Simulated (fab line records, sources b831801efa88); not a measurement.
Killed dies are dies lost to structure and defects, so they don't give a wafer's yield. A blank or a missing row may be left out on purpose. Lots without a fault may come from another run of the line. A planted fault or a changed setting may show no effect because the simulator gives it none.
A struck lot beside a sound one | flow sfq_line | 41 steps out of a route of 325
Sound: wafers L714.4, L714.5, L714.6. Struck: wafers L719.1, L719.2, L719.6. The cause comes at the end.
At each step with rows: each side's tool, then ch and its chambers, then its first start. Under that, the readings that differ: sound wafers | struck wafers | difference of the means | sigmas: that difference in standard deviations of wafers without a fault.
alike: readings whose means differ by less than 2 such deviations, and words and numbers that are the same on both sides. not compared: withheld readings, readings that some wafer has no value for, bounds like >300 that may hide the same value, and numbers for which the record gives no deviation and whose values overlap.
The two part at a step that has a row with sigmas, a row that says differs or no value, or rows on one side only. Numbers that don't overlap but have no deviation are shown without sigmas and don't part them. A reading that every wafer of one side lacks parts them only if that side has two wafers or more.

first, 1 step without rows for these wafers: SFQ_TRILAYER_M4_DEP_SPUTTER_091 (material Nb, target thk 200 nm, time 133.3 s).
SFQ_M4_RS_MEAS_924: measures by four-point-probe.
  sound on film_metro-01, day 32 21:29; struck on film_metro-02, day 34 02:56
  alike: M4_NB_RS
then, 6 steps without rows for these wafers: SFQ_TRILAYER_M4_LITHO_COAT_098 (resist thk 62 nm); SFQ_TRILAYER_M4_LITHO_COAT_093 (resist thk 600 nm); SFQ_TRILAYER_M4_LITHO_SOFTBAKE_097; SFQ_TRILAYER_M4_LITHO_EXPOSE_094 (exposes mask M4, target cd 500 nm); SFQ_TRILAYER_M4_LITHO_PEB_096 (peb time 60 s); SFQ_TRILAYER_M4_LITHO_DEVELOP_095 (time 60 s).
-- the record jumps here: 2 days lie between the struck wafers' starts before and after --
SFQ_M4_OVL_MEAS_926:
  sound on overlay-01, day 35 07:51; struck on overlay-02, day 36 10:14
  alike: M4_OVL
then, 1 step without rows for these wafers: SFQ_TRILAYER_M4_BARC_OPEN_METAL_ETCH_123 (etches BARC in O2, target depth 125 nm, time 41.7 s).
SFQ_TRILAYER_M4_ETCH_METAL_ETCH_096: etches Nb in Cl2/Ar, stops on SiO2, target depth 240 nm, time 120 s.
  sound on rie_metal-04 ch 0,1, day 35 07:58; struck on rie_metal-01 ch 0, day 36 10:23
  alike: drypump_motor_current_A, oes_product_au
  not compared: rf_hours_counter_h
SFQ_TRILAYER_M4_STRIP_STRIP_097: strips in O2.
  sound on rie_metal-04 ch 0,1, day 35 08:15; struck on rie_metal-01 ch 0, day 36 10:38
  no value came back on the struck wafers for chamber_pressure_mTorr (mTorr), drypump_motor_current_A (A), oes_product_au (a.u.); on the sound wafers chamber_pressure_mTorr (mTorr) reads 50.07 49.98 49.96
  reading                                              | sound | struck            | difference | sigmas
  model.KrF_of_TRILAYER_M4_LITHO_COAT_093.thk_nm (nm)  | 0 0 0 | 381.6 381.6 381.6 | +381.6     |
  model.BARC_of_TRILAYER_M4_LITHO_COAT_098.thk_nm (nm) | 0 0 0 | 61.86 62.13 62.11 | +62.03     |
  not compared: rf_hours_counter_h
then, 2 steps without rows for these wafers: SFQ_TRILAYER_M4_STRIP_SOLV_CLEAN_098 (cleans in NMP, time 600 s); SFQ_TRILAYER_I4_DEP_PECVD_099 (deposits SiO2 from SiH4/N2O, time 111.11 s, target thk 500 nm).
SFQ_TRILAYER_I4_CMP_CMP_100: polishes SiO2.
  sound on cmp-01 ch 1,2, day 35 23:11; struck on cmp-01 ch 0,3, day 37 07:41
  reading             | sound        | struck         | difference | sigmas
  motor_current_A (A) | 9.0 10.0 9.1 | 12.3 10.5 12.3 | +2.3       | +2
  alike: slurry_flow_ml_min, time_to_endpoint_s
SFQ_I4_BOW_MEAS_927:
  sound on film_metro-02, day 36 01:44; struck on film_metro-02, day 37 10:41
  alike: I4_BOW
SFQ_TRILAYER_I4_METRO_MEASURE_101:
  sound on film_metro-02, day 36 02:24; struck on film_metro-02, day 37 10:48
  alike: thk_nm
then, 6 steps without rows for these wafers: SFQ_TRILAYER_I4_VIA_LITHO_COAT_108 (resist thk 62 nm); SFQ_TRILAYER_I4_VIA_LITHO_COAT_103 (resist thk 650 nm); SFQ_TRILAYER_I4_VIA_LITHO_SOFTBAKE_107; SFQ_TRILAYER_I4_VIA_LITHO_EXPOSE_104 (exposes mask I4, target cd 700 nm); SFQ_TRILAYER_I4_VIA_LITHO_PEB_106 (peb time 60 s); SFQ_TRILAYER_I4_VIA_LITHO_DEVELOP_105 (time 60 s).
-- the record jumps here: 3 days lie between the struck wafers' starts before and after --
SFQ_I4_OVL_MEAS_928:
  sound on overlay-02, day 38 13:53; struck on overlay-02, day 39 23:28
  alike: I4_OVL
SFQ_TRILAYER_I4_VIA_BARC_OPEN_VIA_ETCH_146: etches BARC in O2, target depth 125 nm, time 41.7 s.
  sound on rie_diel-02 ch 1,2, day 38 13:54; struck on rie_diel-04 ch 0,2, day 39 23:30
  alike: drypump_motor_current_A, oes_product_au
  not compared: rf_hours_counter_h
then, 4 steps without rows for these wafers: SFQ_TRILAYER_I4_VIA_ETCH_VIA_ETCH_106 (etches SiO2 in CHF3, stops on Nb, target depth 260 nm); SFQ_TRILAYER_I4_VIA_STRIP_STRIP_107 (strips in O2); SFQ_TRILAYER_I4_VIA_STRIP_SOLV_CLEAN_108 (cleans in NMP, time 600 s); SFQ_TRILAYER_JJ_TRILAYER_DEP_PRE_CLEAN_113 (time 22.5 s).
SFQ_TRILAYER_JJ_TRILAYER_DEP_SPUTTER_109: material Nb, target thk 150 nm, time 100 s.
  sound on pvd_sputter-06, day 38 14:51; struck on pvd_sputter-04, day 40 00:27
  alike: throttle_valve_pct
then, 3 steps without rows for these wafers: SFQ_TRILAYER_JJ_TRILAYER_DEP_SPUTTER_110 (material Al, target thk 8 nm, time 10 s); SFQ_TRILAYER_JJ_TRILAYER_DEP_AL_OXIDATION_111 (oxidation time 600 s); SFQ_TRILAYER_JJ_TRILAYER_DEP_SPUTTER_112 (material Nb, target thk 170 nm, time 113.3 s).
SFQ_JJ_RS_MEAS_929: measures by four-point-probe.
  sound on film_metro-02, day 38 16:05; struck on film_metro-04, day 40 01:38
  alike: JJ_NB_RS
then, 6 steps without rows for these wafers: SFQ_TRILAYER_JJ_CE_LITHO_COAT_119 (resist thk 62 nm); SFQ_TRILAYER_JJ_CE_LITHO_COAT_114 (resist thk 600 nm); SFQ_TRILAYER_JJ_CE_LITHO_SOFTBAKE_118; SFQ_TRILAYER_JJ_CE_LITHO_EXPOSE_115 (exposes mask J5, target cd 700 nm); SFQ_TRILAYER_JJ_CE_LITHO_PEB_117 (peb time 60 s); SFQ_TRILAYER_JJ_CE_LITHO_DEVELOP_116 (time 60 s).
-- the record jumps here: 33 days lie between the struck wafers' starts before and after --
SFQ_M8_BOW_MEAS_951:
  sound on film_metro-02, day 69 18:26; struck on film_metro-04, day 73 02:38
  reading                 | sound             | struck            | difference | sigmas
  model.etest.i4.link_ohm | 2.154 2.167 2.159 | 1e+06 1e+06 1e+06 | +1e+06     |
  alike: M8_BOW

WHERE THEY PART
First at SFQ_TRILAYER_M4_STRIP_STRIP_097; last, within this record, at SFQ_TRILAYER_I4_CMP_CMP_100. Later steps at which nothing parts them and some readings are alike: SFQ_I4_BOW_MEAS_927, SFQ_TRILAYER_I4_METRO_MEASURE_101, SFQ_I4_OVL_MEAS_928, SFQ_TRILAYER_I4_VIA_BARC_OPEN_VIA_ETCH_146, SFQ_TRILAYER_JJ_TRILAYER_DEP_SPUTTER_109, SFQ_JJ_RS_MEAS_929, SFQ_M8_BOW_MEAS_951.

WHY: what the simulator had put in
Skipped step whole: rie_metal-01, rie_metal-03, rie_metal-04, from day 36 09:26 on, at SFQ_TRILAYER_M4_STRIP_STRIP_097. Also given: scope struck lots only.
